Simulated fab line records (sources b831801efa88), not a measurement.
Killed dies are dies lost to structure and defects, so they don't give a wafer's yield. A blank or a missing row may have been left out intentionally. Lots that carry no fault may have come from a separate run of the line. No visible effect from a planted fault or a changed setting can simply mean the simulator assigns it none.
Code-filled problem report in 8D (eight disciplines) form + flow sky130 + the parts of the form that need people (team, actions taken, sign-off) are left out

1. PROBLEM STATEMENT
VIA2_W_RS at SKY_VIA2_RS_MEAS_22 reads a mean of 0.1632 ohm/sq on 1 wafer of 1 lot; wafers without a fault read 0.2751 ohm/sq with a standard deviation of 0.0027. That puts it -41 standard deviations away from the usual mean.
The step: measures by four-point-probe.
Earliest sighting: wafer L468.4 on film_metro-01 at day 39 19:36. Wafers with a number at this step in the record: 30, from 10 lots. Rule for "out", or "out of limits": more than 4 standard deviations from the usual mean. The rest of the wafers with a number are treated as sound.

2. WHAT IT IS, AND WHAT IT ISN'T
| question                    | is                | is not                                                                                       |
|-----------------------------|-------------------|----------------------------------------------------------------------------------------------|
| which readings at this step | VIA2_W_RS         | -                                                                                            |
| which lots                  | L468              | L461, L462, L463, L465, L475, L476, L477, L478, L479                                         |
| which wafers of those lots  | L468.4            | L468.2, L468.5                                                                               |
| read on which gauges        | film_metro-01     | film_metro-03, film_metro-04                                                                 |
| when                        | from day 39 19:36 | up to then (14 sound wafers); but 15 sound wafers of L475, L476, L477, L478, L479 came after |

3. THE SUSPECTS, EACH WITH WHAT RULES IT OUT
Counting: if a tool at a process step up to the reading ran every lot that is out, it stays a suspect. Sound lots after the first of them don't rule it out here, since some wafers of a struck lot are sound.
- the gauge at SKY_VIA2_RS_MEAS_22: ruled out. All the wafers that are out were read on film_metro-01, but those of them that SKY_VIA2_CMP_24 has rows for are out there too, on other tools.
- rie_metal-03 at SKY_METAL2_METAL_ETCH_19 (etches the open film in Cl2/BCl3, stops on SiO2, target depth 360 nm, time 78 s): kept. It processed L468, the lot that is out, at day 38 16:56, and its most recent sound lot before then was L465 at day 37 23:27.
- cvd_w-01 at SKY_VIA2_CVD_21 (deposits W, target thk 420 nm, time 126.4 s): kept. It processed L468, the lot that is out, at day 39 19:27, and its most recent sound lot before then was L463 at day 38 07:11.
The count leaves cvd_w-01 at SKY_VIA2_CVD_21 and rie_metal-03 at SKY_METAL2_METAL_ETCH_19.

4. THE CAUSE (what the simulator had put in)
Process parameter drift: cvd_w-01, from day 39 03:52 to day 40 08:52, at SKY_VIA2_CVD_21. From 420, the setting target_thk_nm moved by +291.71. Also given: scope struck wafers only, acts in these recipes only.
Counting leaves 2 suspects; this tool is one of them.

5. THE EFFECT CHAIN, in route order
Rows list readings where the struck wafers' mean (over those with a number) sits beyond 3 standard deviations from the usual. Only readings whose record carries a usual standard deviation are examined. hours: median over the lots of the time between each lot's start at the first step of this table that gives one and its start at this step. sigmas: the change, counted in usual standard deviations.
| hours | step                | reading            | usual         | on struck wafers | change  | sigmas |
|-------|---------------------|--------------------|---------------|------------------|---------|--------|
| 0     | SKY_VIA2_RS_MEAS_22 | VIA2_W_RS          | 0.2751 ohm/sq | 0.1632           | -0.1119 | -41    |
| 0     | SKY_VIA2_CMP_24     | time_to_endpoint_s | 99 s          | 165              | +66     | +14    |
Its process steps:
- SKY_VIA2_CMP_24: polishes, stops on SiO2, t overpolish 20 s, target thk 0 nm.
Readings that are blank on the struck wafers while sound wafers have them: VIA2_W_THK at SKY_VIA2_THK_MEAS_23.

6. HOW IT WOULD HAVE BEEN CAUGHT EARLIER
The first out-of-limits reading at a measuring or inspecting step in this record came at day 39 19:36, 16 hours after the fault's start at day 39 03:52.
Tool readings at SKY_VIA2_CVD_21 with a usual standard deviation given in the record: none out on any struck wafer, hence no alarm at a limit of 4 standard deviations on them.
All the lots that are out (1) had begun SKY_VIA2_CVD_21 on cvd_w-01 by day 39 19:36. Had the tool been put on hold then, not one of them would have been saved.
